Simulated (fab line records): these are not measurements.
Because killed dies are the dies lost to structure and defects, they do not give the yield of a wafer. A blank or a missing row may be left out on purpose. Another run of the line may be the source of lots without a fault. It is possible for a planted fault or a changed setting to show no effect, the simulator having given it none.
Chamber matching | flow gf180mcu | GF_V1_CMP_04 on cmp-02 has 4 sister chambers
The step polishes SiO2. 4 wafers are shown with their chamber, then 9 later ones without.

WAFERS WITH THEIR CHAMBER
wafer  | chamber | motor-current-A (A)
L211.3 | 1       | 13.6
L215.3 | 3       | 10.6
L215.4 | 0       | 12.1
L215.6 | 2       | 15.2

WAFERS WITH NO CHAMBER GIVEN
wafer  | motor-current-A (A)
L217.1 | 15.3
L217.4 | 10.9
L217.6 | 15.2
L218.1 | 15.0
L218.5 | 12.8
L218.6 | 14.3
L223.5 | 13.5
L223.6 | 14.6
L225.1 | 13.9

THE CHAMBER EACH PASSED THROUGH
wafer  | from the rows above     | in truth
L217.1 | 2                       | 2
L217.4 | 3                       | 3
L217.6 | 2                       | 2
L218.1 | 2                       | 2
L218.5 | can't be placed: 0 or 1 | 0
L218.6 | can't be placed: 1 or 2 | 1
L223.5 | 1                       | 1
L223.6 | can't be placed: 2 or 1 | 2
L225.1 | 1                       | 1
Placed correctly: 6 of 9. From these rows, 3 cannot be placed; in 3 the true chamber is one of the candidates. Wrongly placed: 0.
How it was worked out, from the rows above alone: a wafer's distance from a chamber is the root of the sum, over the readings, of the square of ((its reading less the chamber's mean) divided by the reading's scatter). The wafer belongs to the nearest chamber; if the next one is less than 2 further off, it can't be placed. Each chamber's mean is taken over the wafers shown for it. The scatter (one wafer shown for each chamber): square how far every hidden wafer sits from the nearest shown wafer, average those squares and take the square root.
